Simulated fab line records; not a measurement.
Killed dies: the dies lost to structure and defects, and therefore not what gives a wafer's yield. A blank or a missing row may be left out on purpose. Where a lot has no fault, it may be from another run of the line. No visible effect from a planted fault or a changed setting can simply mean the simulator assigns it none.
fab line records | flow gf180mcu
record: lots: 6 | wafers: 18 | last-day: 33
route steps=602 shown V4@500 MIM@503 M5@526
lots that met no fault: taken from a fault-free run of the same line
start-h: the number of hours between the record's first day and the start of the first shown wafer of the lot | wait-h: hours from the lot's prior step to this one | " repeats the value in the row above | L1.1+2: one row covering several wafers at once | - no value present, or no start provided | * or withheld: withheld | < > ~ a bound
route shown NAME@n: names a module that has steps shown in the file, with the first one's number in the route | usual: mean/standard deviation taken from wafers without a fault | same: alike in all rows | chamber/n: place in a boat | sites: per-site readings | _std_site: standard deviation of those values | _edge_site: the outer-site mean with the inner-site mean subtracted | radius-mm: how far each site lies from the wafer's centre | mask NAME#n: copy n | behind: the last tool/chamber to shape the wafer | hold: why the lot went on hold/how many hours it stayed there/how the hold came to an end | device: the n, p or np transistor that did not switch | end of line: the route-end tests of the same wafers | a step given without rows: its recipe and nothing more | killed: the dies lost at the first sort to structure and to defects; this is not the yield of the wafer | map: a wafer's dies, marking killed ones x, the rest . and places with no die _
set.NAME: the setting the step ran with; set.NAME@STEP: the setting that earlier step ran with | model.NAME: the simulator's own value behind a step, which no gauge read
lots at some steps of the route; a table a step, a row a wafer
services: the hour from which a tool's chamber was out of use, counted from the record's first day as start-h (under 0 if before that day), plus the number of hours and why
== steps ==
step: GF_V4_RS_MEAS_24
recipe: thk-meas-gauge: four-point-probe | reads: W_of_V4_CVD_23+TiN_of_V4_SPUTTER_22+Ti_of_V4_SPUTTER_21
usual: V4_W_RS: 0.323/0.0069
lot.wafer | tool          | chamber | start-h | wait-h | V4_W_RS[ohm/sq]
L469.1    | film-metro-03 | -       | 597.55  | 0.1    | 0.326
L469.4    | "             | -       | "       | "      | 0.327
L469.5    | "             | -       | "       | "      | 0.329
L474.1    | film-metro-04 | -       | 636.35  | 0.1    | 0.322
L474.2    | "             | -       | "       | "      | 0.325
L474.6    | "             | -       | "       | "      | 0.324
L477.1    | film-metro-04 | -       | 659.68  | 0.1    | 0.328
L477.2    | "             | -       | "       | "      | 0.311
L477.3    | "             | -       | "       | "      | 0.326
L479.4    | film-metro-03 | -       | 668.71  | 0.1    | 0.329
L479.5    | "             | -       | "       | "      | 0.331
L479.6    | "             | -       | "       | "      | 0.313
L481.1    | film-metro-01 | -       | 686.74  | 0.1    | 0.314
L481.3    | "             | -       | "       | "      | 0.327
L481.4    | "             | -       | "       | "      | 0.315
L485.1    | film-metro-01 | -       | 710.48  | 0.1    | 0.311
L485.3    | "             | -       | "       | "      | 0.316
L485.4    | "             | -       | "       | "      | 0.327
step: GF_V4_THK_MEAS_25
recipe: thk-meas-gauge: xrf | reads: W_of_V4_CVD_23
usual: V4_W_THK: 350/8.3
lot.wafer | tool          | chamber | start-h | wait-h | V4_W_THK[nm]
L469.1    | film-metro-03 | -       | 597.67  | 0.1    | 348
L469.4    | "             | -       | "       | "      | 349
L469.5    | "             | -       | "       | "      | 348
L474.1    | film-metro-04 | -       | 636.47  | 0.1    | 342
L474.2    | "             | -       | "       | "      | 340
L474.6    | "             | -       | "       | "      | 340
L477.1    | film-metro-04 | -       | 659.80  | 0.1    | 338
L477.2    | "             | -       | "       | "      | 358
L477.3    | "             | -       | "       | "      | 342
L479.4    | film-metro-03 | -       | 668.80  | 0.1    | 349
L479.5    | "             | -       | "       | "      | 347
L479.6    | "             | -       | "       | "      | 365
L481.1    | film-metro-01 | -       | 686.86  | 0.1    | 360
L481.3    | "             | -       | "       | "      | 347
L481.4    | "             | -       | "       | "      | 360
L485.1    | film-metro-01 | -       | 710.60  | 0.1    | 361
L485.3    | "             | -       | "       | "      | 354
L485.4    | "             | -       | "       | "      | 344
step: GF_V4_CMP_26
recipe: stop-on: SiO2 | down-force-psi: 3.5 | platen-rpm: 60 | t-overpolish-s: 15 | target-thk-nm: 0 | pad-velocity-m-s: 0.94248
usual: head-pressure-psi: 3.499/0.0075 | motor-current-A: 10.6/0.67 | overpolish-run-s: 15.000/0.0094 | slurry-flow-ml-min: 150.0/0.46 | time-to-endpoint-s: 85/3.3
lot.wafer | tool   | chamber | start-h | wait-h | head-pressure-psi | motor-current-A | overpolish-run-s | slurry-flow-ml-min | time-to-endpoint-s
L469.1    | cmp-02 | 1       | 597.78  | 0.1    | 3.500             | 10.3            | 15.025           | 149.2              | 90
L469.4    | "      | 2       | "       | "      | 3.501             | 10.5            | 15.023           | 149.9              | 85
L469.5    | "      | 0       | "       | "      | 3.494             | 10.3            | 15.013           | 149.9              | 86
L474.1    | cmp-01 | 2       | 636.53  | 0.1    | 3.495             | 10.8            | 15.011           | 150.1              | 87
L474.2    | "      | 3       | "       | "      | 3.497             | 10.1            | 15.001           | 150.3              | 87
L474.6    | "      | 3       | "       | "      | 3.499             | 10.2            | 15.008           | 151.1              | 85
L477.3    | cmp-01 | 3       | 659.86  | 0.0    | 3.499             | 10.9            | 15.028           | 150.2              | 80
L477.1    | "      | 0       | "       | "      | 3.508             | 12.0            | 15.013           | 149.9              | 83
L477.2    | "      | 1       | "       | "      | 3.495             | 10.3            | 15.012           | 150.3              | 88
L479.4    | cmp-01 | 3       | 668.88  | 0.1    | 3.503             | 10.8            | 14.997           | 150.3              | 85
L479.5    | "      | 2       | "       | "      | 3.490             | 11.0            | 15.005           | 149.6              | 80
L479.6    | "      | 3       | "       | "      | 3.507             | 10.7            | 14.995           | 150.3              | 86
L481.4    | cmp-01 | 1       | 686.92  | 0.0    | 3.499             | 9.9             | 15.004           | 149.6              | 86
L481.1    | "      | 2       | "       | "      | 3.496             | 10.3            | 15.006           | 150.6              | 82
L481.3    | "      | 0       | "       | "      | 3.501             | 11.7            | 15.004           | 150.6              | 78
L485.4    | cmp-01 | 1       | 710.66  | 0.0    | 3.489             | 10.1            | 15.003           | 149.5              | 87
L485.3    | "      | 2       | "       | "      | 3.508             | 10.6            | 14.990           | 150.7              | 87
L485.1    | "      | 3       | "       | "      | 3.497             | 10.7            | 14.973           | 149.7              | 93
step: GF_MIM_SPUTTER_00
recipe: material: Ti | target-thk-nm: 37.5 | arriving-ion-energy-ev: 80 | substrate-temp-c: 200 | chamber-pressure-pa: 2 | power-w: 4000 | time-s: 150
step: GF_MIM_SPUTTER_01
recipe: material: TiN | target-thk-nm: 30 | power-w: 6500 | time-s: 25 | chamber-pressure-pa: 0.4
step: GF_MIM_SPUTTER_02
recipe: material: AlCu | target-thk-nm: 450 | power-w: 10600 | time-s: 23.9 | chamber-pressure-pa: 0.4
usual: throttle-valve-pct: 30.4/0.96
lot.wafer | tool           | chamber | start-h | wait-h | throttle-valve-pct
L469.1    | pvd-sputter-04 | -       | 598.16  | 0.0    | 30.2
L469.4    | "              | -       | "       | "      | 29.9
L469.5    | "              | -       | "       | "      | 30.1
L474.1    | pvd-sputter-03 | -       | 636.96  | 0.0    | 29.1
L474.2    | "              | -       | "       | "      | 29.9
L474.6    | "              | -       | "       | "      | 30.4
L477.1    | pvd-sputter-03 | -       | 660.29  | 0.0    | 30.2
L477.2    | "              | -       | "       | "      | 29.1
L477.3    | "              | -       | "       | "      | 31.0
L479.4    | pvd-sputter-03 | -       | 669.26  | 0.0    | 30.5
L479.5    | "              | -       | "       | "      | 30.5
L479.6    | "              | -       | "       | "      | 31.2
L481.1    | pvd-sputter-03 | -       | 687.35  | 0.0    | 30.1
L481.3    | "              | -       | "       | "      | 30.3
L481.4    | "              | -       | "       | "      | 28.7
L485.1    | pvd-sputter-01 | -       | 711.09  | 0.0    | 30.1
L485.3    | "              | -       | "       | "      | 30.2
L485.4    | "              | -       | "       | "      | 30.3
step: GF_MIM_SPUTTER_03
recipe: material: Ti | target-thk-nm: 10 | substrate-temp-c: 300 | chamber-pressure-pa: 0.3 | power-w: 3000 | time-s: 6.7
usual: throttle-valve-pct: 30.4/1
lot.wafer | tool           | chamber | start-h | wait-h | throttle-valve-pct
L469.1    | pvd-sputter-04 | -       | 598.19  | 0.0    | 30.0
L469.4    | "              | -       | "       | "      | 29.7
L469.5    | "              | -       | "       | "      | 30.1
L474.1    | pvd-sputter-03 | -       | 636.99  | 0.0    | 28.7
L474.2    | "              | -       | "       | "      | 29.9
L474.6    | "              | -       | "       | "      | 30.6
L477.1    | pvd-sputter-03 | -       | 660.32  | 0.0    | 30.6
L477.2    | "              | -       | "       | "      | 28.9
L477.3    | "              | -       | "       | "      | 31.5
L479.4    | pvd-sputter-03 | -       | 669.29  | 0.0    | 30.4
L479.5    | "              | -       | "       | "      | 30.6
L479.6    | "              | -       | "       | "      | 31.1
L481.1    | pvd-sputter-03 | -       | 687.38  | 0.0    | 30.0
L481.3    | "              | -       | "       | "      | 30.2
L481.4    | "              | -       | "       | "      | 28.5
L485.1    | pvd-sputter-01 | -       | 711.12  | 0.0    | 30.0
L485.3    | "              | -       | "       | "      | 30.7
L485.4    | "              | -       | "       | "      | 30.5
step: GF_MIM_SPUTTER_04
recipe: material: TiN | target-thk-nm: 50 | power-w: 6500 | time-s: 41.7 | chamber-pressure-pa: 0.4
step: GF_MIM_CVD_05
recipe: material: Si3N4 | target-thk-nm: 42 | temp-max-c: 400 | temp-c: 385 | time-s: 29.086 | rf-w: 450
step: GF_MIM_THK_MEAS_06
recipe: reads: Si3N4_of_MIM_CVD_05
usual: MIM_CVD_05_THK: 41.9/0.51
lot.wafer | tool          | chamber | start-h | wait-h | MIM_CVD_05_THK[nm]
L469.1    | film-metro-04 | -       | 598.28  | 0.0    | 41.9
L469.4    | "             | -       | "       | "      | 42.1
L469.5    | "             | -       | "       | "      | 42.0
L474.1    | film-metro-04 | -       | 637.08  | 0.0    | 42.0
L474.2    | "             | -       | "       | "      | 42.5
L474.6    | "             | -       | "       | "      | 43.0
L477.1    | film-metro-04 | -       | 660.41  | 0.0    | 41.5
L477.2    | "             | -       | "       | "      | 41.4
L477.3    | "             | -       | "       | "      | 41.7
L479.4    | film-metro-04 | -       | 669.41  | 0.0    | 41.9
L479.5    | "             | -       | "       | "      | 41.8
L479.6    | "             | -       | "       | "      | 40.9
L481.1    | film-metro-02 | -       | 687.47  | 0.0    | 41.9
L481.3    | "             | -       | "       | "      | 42.3
L481.4    | "             | -       | "       | "      | 42.8
L485.1    | film-metro-02 | -       | 711.21  | 0.0    | 42.0
L485.3    | "             | -       | "       | "      | 41.9
L485.4    | "             | -       | "       | "      | 42.8
step: GF_MIM_SPUTTER_07
recipe: material: TiN | target-thk-nm: 60 | power-w: 6500 | time-s: 50 | chamber-pressure-pa: 0.4
step: GF_MIM_SPUTTER_08
recipe: material: AlCu | target-thk-nm: 200 | power-w: 10600 | time-s: 10.6 | chamber-pressure-pa: 0.4
usual: throttle-valve-pct: 30.5/1.1
lot.wafer | tool           | chamber | start-h | wait-h | throttle-valve-pct
L469.1    | pvd-sputter-01 | -       | 598.38  | 0.0    | 30.4
L469.4    | "              | -       | "       | "      | 33.1
L469.5    | "              | -       | "       | "      | 30.0
L474.1    | pvd-sputter-01 | -       | 637.19  | 0.0    | 30.4
L474.2    | "              | -       | "       | "      | 30.2
L474.6    | "              | -       | "       | "      | 30.5
L477.1    | pvd-sputter-04 | -       | 660.52  | 0.0    | 30.1
L477.2    | "              | -       | "       | "      | 29.8
L477.3    | "              | -       | "       | "      | 30.1
L479.4    | pvd-sputter-01 | -       | 669.48  | 0.0    | 30.5
L479.5    | "              | -       | "       | "      | 33.0
L479.6    | "              | -       | "       | "      | 30.3
L481.1    | pvd-sputter-04 | -       | 687.58  | 0.0    | 30.1
L481.3    | "              | -       | "       | "      | 30.4
L481.4    | "              | -       | "       | "      | 29.8
L485.1    | pvd-sputter-04 | -       | 711.32  | 0.0    | 29.8
L485.3    | "              | -       | "       | "      | 29.8
L485.4    | "              | -       | "       | "      | 30.2
step: GF_MIM_SPUTTER_09
recipe: material: TiN | target-thk-nm: 35 | power-w: 6500 | time-s: 29.2 | chamber-pressure-pa: 0.4
usual: throttle-valve-pct: 30.5/1.1
lot.wafer | tool           | chamber | start-h | wait-h | throttle-valve-pct | model.TiN_of_MIM_SPUTTER_09.thk-nm
L469.1    | pvd-sputter-01 | -       | 598.41  | 0.0    | 30.4               | 35.08
L469.4    | "              | -       | "       | "      | 33.1               | 35.71
L469.5    | "              | -       | "       | "      | 30.0               | 34.52
L474.1    | pvd-sputter-01 | -       | 637.21  | 0.0    | 30.6               | 34.39
L474.2    | "              | -       | "       | "      | 30.2               | 34.08
L474.6    | "              | -       | "       | "      | 30.3               | 34.48
L477.1    | pvd-sputter-04 | -       | 660.54  | 0.0    | 30.0               | 34.88
L477.2    | "              | -       | "       | "      | 30.0               | 35.13
L477.3    | "              | -       | "       | "      | 30.1               | 34.98
L479.4    | pvd-sputter-01 | -       | 669.51  | 0.0    | 30.3               | 35.06
L479.5    | "              | -       | "       | "      | 33.0               | 35.24
L479.6    | "              | -       | "       | "      | 30.0               | 34.5
L481.1    | pvd-sputter-04 | -       | 687.60  | 0.0    | 29.9               | 37.85
L481.3    | "              | -       | "       | "      | 30.1               | 35.7
L481.4    | "              | -       | "       | "      | 30.0               | 37.85
L485.1    | pvd-sputter-04 | -       | 711.34  | 0.0    | 29.6               | 37
L485.3    | "              | -       | "       | "      | 30.2               | 34.68
L485.4    | "              | -       | "       | "      | 30.3               | 37.28
step: GF_MIM_RS_MEAS_10
recipe: thk-meas-gauge: four-point-probe | reads: TiN_of_MIM_SPUTTER_09+AlCu_of_MIM_SPUTTER_08+TiN_of_MIM_SPUTTER_07
usual: MIM_ALCU_RS: 0.1599/0.0019
lot.wafer | tool          | chamber | start-h | wait-h | MIM_ALCU_RS[ohm/sq]
L469.1    | film-metro-03 | -       | 598.44  | 0.0    | 0.1605
L469.4    | "             | -       | "       | "      | 0.1578
L469.5    | "             | -       | "       | "      | 0.1597
L474.1    | film-metro-03 | -       | 637.24  | 0.0    | 0.1581
L474.2    | "             | -       | "       | "      | 0.1566
L474.6    | "             | -       | "       | "      | 0.1587
L477.1    | film-metro-02 | -       | 660.57  | 0.0    | 0.1600
L477.2    | "             | -       | "       | "      | 0.1587
L477.3    | "             | -       | "       | "      | 0.1608
L479.4    | film-metro-03 | -       | 669.60  | 0.1    | 0.1601
L479.5    | "             | -       | "       | "      | 0.1563
L479.6    | "             | -       | "       | "      | 0.1574
L481.1    | film-metro-03 | -       | 687.63  | 0.0    | 0.1619
L481.3    | "             | -       | "       | "      | 0.1603
L481.4    | "             | -       | "       | "      | 0.1622
L485.1    | film-metro-02 | -       | 711.38  | 0.0    | 0.1594
L485.3    | "             | -       | "       | "      | 0.1595
L485.4    | "             | -       | "       | "      | 0.1593
step: GF_MIM_THK_MEAS_11
recipe: thk-meas-gauge: xrf | reads: AlCu_of_MIM_SPUTTER_08
usual: MIM_ALCU_THK: 201.9/2.6
lot.wafer | tool          | chamber | start-h | wait-h | MIM_ALCU_THK[nm]
L469.1    | film-metro-03 | -       | 598.56  | 0.1    | 201.3
L469.4    | "             | -       | "       | "      | 205.9
L469.5    | "             | -       | "       | "      | 202.4
L474.1    | film-metro-03 | -       | 637.36  | 0.1    | 203.4
L474.2    | "             | -       | "       | "      | 206.1
L474.6    | "             | -       | "       | "      | 203.7
L477.1    | film-metro-02 | -       | 660.69  | 0.1    | 201.6
L477.2    | "             | -       | "       | "      | 203.1
L477.3    | "             | -       | "       | "      | 200.9
L479.4    | film-metro-03 | -       | 669.69  | 0.1    | 200.5
L479.5    | "             | -       | "       | "      | 207.1
L479.6    | "             | -       | "       | "      | 204.8
L481.1    | film-metro-03 | -       | 687.75  | 0.1    | 197.3
L481.3    | "             | -       | "       | "      | 200.7
L481.4    | "             | -       | "       | "      | 197.6
L485.1    | film-metro-02 | -       | 711.50  | 0.1    | 202.8
L485.3    | "             | -       | "       | "      | 204.2
L485.4    | "             | -       | "       | "      | 204.0
step: GF_MIM_DEHYDRATE_12
recipe: temp-c: 200 | time-s: 60
step: GF_MIM_HMDS_13
recipe: prime-time-s: 60 | prime-temp-c: 120
step: GF_MIM_COAT_14
recipe: resist: NOVOLAK | spin-rpm: 3000 | resist-thk-nm: 1000
step: GF_MIM_SOFTBAKE_15
recipe: temp-c: 90 | time-s: 60 | resist: NOVOLAK
step: GF_MIM_EXPOSE_16
recipe: mask-id: FuseTop | target-cd-nm: 2000 | na: 0.6 | source-shape: conventional | sigma-outer: 0.6 | dose-mj: 140
step: GF_MIM_PEB_17
recipe: temp-c: withheld | time-s: * | resist: NOVOLAK
step: GF_MIM_DEVELOP_18
recipe: develop-time-s: 60 | dev-temp-c: 23
step: GF_MIM_METAL_ETCH_19
recipe: chemistry: Cl2/BCl3 | mask-material: NOVOLAK | stop-on: Si3N4 | target-depth-nm: 324.5 | pressure-mtorr: 8 | icp-w: 800 | bias-w: 140 | Cl2_flow_sccm: 80 | bcl3-flow-sccm: 40 | time-s: 54.1
usual: drypump-motor-current-A: 5.5/0.39 | oes-product-au: 0.940/0.0058 | throttle-valve-pct: 28.285/0.0099
lot.wafer | tool         | chamber | start-h | wait-h | drypump-motor-current-A | oes-product-au | rf-hours-counter-h | throttle-valve-pct
L469.1    | rie-metal-03 | 1       | 619.43  | 0.1    | 5.6                     | 0.944          | 11                 | 28.275
L469.4    | "            | 1       | "       | "      | 5.6                     | 0.949          | -                  | 28.277
L469.5    | "            | 0       | "       | "      | 5.0                     | 0.945          | -                  | 28.275
L474.1    | rie-metal-01 | 0       | 657.36  | 0.1    | 5.7                     | 0.938          | 13                 | 28.275
L474.2    | "            | 1       | "       | "      | 5.8                     | 0.942          | 5                  | 28.268
L474.6    | "            | 0       | "       | "      | 5.7                     | 0.939          | -                  | 28.277
L477.1    | rie-metal-04 | 1       | 679.64  | 0.1    | 5.3                     | 0.940          | 3                  | 28.272
L477.2    | "            | 0       | "       | "      | 6.1                     | 0.942          | 1                  | 28.276
L477.3    | "            | 0       | "       | "      | 6.1                     | 0.942          | -                  | 28.291
L479.4    | rie-metal-04 | 1       | 688.58  | 0.1    | 5.3                     | 0.935          | -                  | 28.282
L479.5    | "            | 1       | "       | "      | 5.3                     | 0.947          | -                  | 28.278
L479.6    | "            | 0       | "       | "      | 6.1                     | 0.943          | -                  | 28.276
L481.1    | rie-metal-03 | 0       | 706.18  | 0.1    | 5.0                     | 0.947          | 13                 | 28.276
L481.3    | "            | 0       | "       | "      | 5.0                     | 0.947          | -                  | 28.274
L481.4    | "            | 0       | "       | "      | 5.0                     | 0.942          | -                  | 28.303
L485.1    | rie-metal-01 | 1       | 728.88  | 0.1    | 5.8                     | 0.948          | 9                  | 28.286
L485.3    | "            | 0       | "       | "      | 5.6                     | 0.947          | -                  | 28.279
L485.4    | "            | 1       | "       | "      | 5.8                     | 0.942          | -                  | 28.274
step: GF_MIM_STRIP_20
recipe: chemistry: O2/N2 | power-w: 1400 | pressure-mtorr: 1500 | platen-temp-c: 250 | o2-flow-sccm: 3000 | n2-flow-sccm: 300 | overash-fraction: 0.5
step: GF_MIM_STRIP_21
recipe: chemistry: post-etch-residue-remover | time-s: 1200 | temp-c: 72.5
step: GF_MIM_CLEAN_22
recipe: chemistry: DIW | dry: n2-spin
step: GF_M5_DEHYDRATE_00
recipe: temp-c: 200 | time-s: 60
step: GF_M5_HMDS_01
recipe: prime-time-s: 60 | prime-temp-c: 120
step: GF_M5_COAT_02
recipe: resist: KrF | spin-rpm: withheld | resist-thk-nm: 1000
step: GF_M5_SOFTBAKE_03
recipe: temp-c: 130 | time-s: 60 | resist: KrF
step: GF_M5_EXPOSE_04
recipe: mask-id: Metal5 | target-cd-nm: 280 | na: 0.68 | source-shape: conventional | sigma-outer: 0.6 | dose-mj: 28
step: GF_M5_PEB_05
recipe: peb-temp-c: 135 | peb-time-s: 90 | resist: KrF
step: GF_M5_DEVELOP_06
recipe: develop-time-s: 60 | dev-temp-c: 21
step: GF_M5_CD_MEAS_07
recipe: target-cd-nm: 280
usual: cd-nm: 279.8/1.3
lot.wafer | tool      | chamber | start-h | wait-h | cd-nm
L469.1    | cd-sem-02 | -       | 640.03  | 0.1    | 279.6
L469.4    | "         | -       | "       | "      | 278.4
L469.5    | "         | -       | "       | "      | 280.7
L474.1    | cd-sem-01 | -       | 676.51  | 0.1    | 281.2
L474.2    | "         | -       | "       | "      | 280.4
L474.6    | "         | -       | "       | "      | 280.9
L477.1    | cd-sem-02 | -       | 699.38  | 0.1    | 281.1
L477.2    | "         | -       | "       | "      | 278.9
L477.3    | "         | -       | "       | "      | 279.7
L479.4    | cd-sem-01 | -       | 707.27  | 0.1    | 279.5
L479.5    | "         | -       | "       | "      | 281.6
L479.6    | "         | -       | "       | "      | 281.6
L481.1    | cd-sem-02 | -       | 725.30  | 0.2    | 279.9
L481.3    | "         | -       | "       | "      | 280.2
L481.4    | "         | -       | "       | "      | 280.4
L485.1    | cd-sem-02 | -       | 746.58  | 0.1    | 277.7
L485.3    | "         | -       | "       | "      | 278.4
L485.4    | "         | -       | "       | "      | 276.7
step: GF_M5_OVL_MEAS_08
usual: M5_OVL: 0/4.9
lot.wafer | tool       | chamber | start-h | wait-h | M5_OVL[nm]
L469.1    | overlay-01 | -       | 640.15  | 0.1    | 6
L469.4    | "          | -       | "       | "      | 3
L469.5    | "          | -       | "       | "      | 4
L474.1    | overlay-01 | -       | 676.63  | 0.1    | -4
L474.2    | "          | -       | "       | "      | 10
L474.6    | "          | -       | "       | "      | 4
L477.1    | overlay-01 | -       | 699.50  | 0.1    | -9
L477.2    | "          | -       | "       | "      | -2
L477.3    | "          | -       | "       | "      | -4
L479.4    | overlay-01 | -       | 707.34  | 0.1    | -5
L479.5    | "          | -       | "       | "      | 2
L479.6    | "          | -       | "       | "      | 5
L481.1    | overlay-02 | -       | 725.42  | 0.1    | 5
L481.3    | "          | -       | "       | "      | 8
L481.4    | "          | -       | "       | "      | -2
L485.1    | overlay-01 | -       | 746.70  | 0.1    | -3
L485.3    | "          | -       | "       | "      | -5
L485.4    | "          | -       | "       | "      | -3
step: GF_M5_ETCH_09
recipe: chemistry: CF4/O2 | target: Si3N4 | target-depth-nm: 52 | source-w: 800 | bias-w: 150 | pressure-mtorr: 150 | cf4-flow-sccm: 80 | O2_flow_sccm: 10 | time-s: 11.6
step: GF_M5_METAL_ETCH_10
recipe: chemistry: Cl2/BCl3 | mask-material: KrF | target-depth-nm: 750.8 | stop-on: SiO2 | pressure-mtorr: 8 | icp-w: 800 | bias-w: 140 | Cl2_flow_sccm: 80 | bcl3-flow-sccm: 40 | time-s: 125.1
step: GF_M5_STRIP_11
recipe: chemistry: O2/N2 | power-w: 1400 | pressure-mtorr: 1500 | platen-temp-c: 250 | o2-flow-sccm: 3000 | n2-flow-sccm: 300 | overash-fraction: 0.5
step: GF_M5_STRIP_12
recipe: chemistry: post-etch-residue-remover | time-s: 1200 | temp-c: 72.5
usual: temp-c: 72.49/0.12
lot.wafer | tool         | chamber | start-h | wait-h | temp-c | model.TiN_of_MIM_SPUTTER_09.thk-nm
L469.1    | wet-bench-04 | 2       | 640.44  | 0.1    | 72.52  | 34.24
L469.4    | "            | 2       | "       | "      | 72.55  | 34.88
L469.5    | "            | 2       | "       | "      | 72.44  | 33.69
L474.1    | wet-bench-04 | 1       | 677.04  | 0.1    | 72.43  | 33.54
L474.2    | "            | 1       | "       | "      | 72.39  | 33.23
L474.6    | "            | 1       | "       | "      | 72.56  | 33.63
L477.1    | wet-bench-01 | 0       | 699.79  | 0.1    | 72.53  | 34.04
L477.2    | "            | 0       | "       | "      | 72.52  | 34.28
L477.3    | "            | 0       | "       | "      | 72.48  | 34.13
L479.4    | wet-bench-02 | 0       | 707.61  | 0.0    | 72.39  | 34.22
L479.5    | "            | 0       | "       | "      | 72.31  | 34.41
L479.6    | "            | 0       | "       | "      | 72.47  | 33.66
L481.1    | wet-bench-01 | 0       | 725.71  | 0.1    | 72.53  | 37.02
L481.3    | "            | 0       | "       | "      | 72.84  | 34.87
L481.4    | "            | 0       | "       | "      | 72.32  | 37.02
L485.1    | wet-bench-02 | 0       | 746.99  | 0.1    | 72.34  | 36.16
L485.3    | "            | 0       | "       | "      | 72.47  | 33.84
L485.4    | "            | 0       | "       | "      | 72.52  | 36.44
step: GF_M5_CLEAN_13
recipe: chemistry: DIW | dry: n2-spin
== services ==
tool           | chamber | start-h | hours | kind
cmp-01         | -       | 586.73  | 2.3   | repair
rie-metal-04   | 1       | 593.23  | -     | clean
rie-metal-04   | 1       | 593.23  | 21.6  | scheduled-down
rie-metal-04   | 1       | 593.23  | 21.6  | vent-cycle
wet-bench-01   | -       | 602.85  | 2.7   | repair
rie-metal-03   | -       | 626.42  | 2.8   | pm
cmp-02         | -       | 636.89  | 0.7   | repair
rie-metal-03   | 0       | 642.22  | 1.0   | repair
cmp-02         | -       | 654.53  | 6.6   | pm
wet-bench-02   | -       | 672.14  | 4.8   | repair
pvd-sputter-04 | 3       | 675.95  | -     | consumable-replace:kit
pvd-sputter-04 | 3       | 675.95  | 18.0  | scheduled-down
pvd-sputter-04 | 3       | 675.95  | 18.0  | vent-cycle
cmp-01         | -       | 676.18  | 0.7   | repair
pvd-sputter-03 | 0       | 678.63  | -     | consumable-replace:kit
pvd-sputter-03 | 0       | 678.63  | 18.0  | scheduled-down
pvd-sputter-03 | 0       | 678.63  | 18.0  | vent-cycle
pvd-sputter-01 | 0       | 693.47  | -     | consumable-replace:kit
pvd-sputter-01 | 0       | 693.47  | 18.0  | scheduled-down
pvd-sputter-01 | 0       | 693.47  | 18.0  | vent-cycle
rie-metal-03   | 1       | 695.53  | 17.7  | repair
pvd-sputter-04 | -       | 727.57  | 3.2   | repair
pvd-sputter-03 | -       | 742.57  | 0.6   | repair
cmp-01         | -       | 744.22  | 4.0   | pm
== key ==
first-sign none at tools or gauges
model-effect: step: GF_MIM_SPUTTER_09 | value: TiN_of_MIM_SPUTTER_09.thk-nm | without: 35.15 | struck: 37.5
model-effect: step: GF_M5_STRIP_12 | value: TiN_of_MIM_SPUTTER_09.thk-nm | without: 34.31 | struck: 36.66
met-at GF_MIM_SPUTTER_09
struck-wafers L481.1,L481.4,L485.1,L485.4
onset-between 660.54 687.60
fault: kind: process-parameter-drift | tool: pvd-sputter-04 | chamber: - | onset-h: 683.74 | steps: GF_MIM_SPUTTER_09 | channel: time-s | offset: * | shape: step | end-h: 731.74 | scope: struck-wafers-only | acts-in: * | stated: *
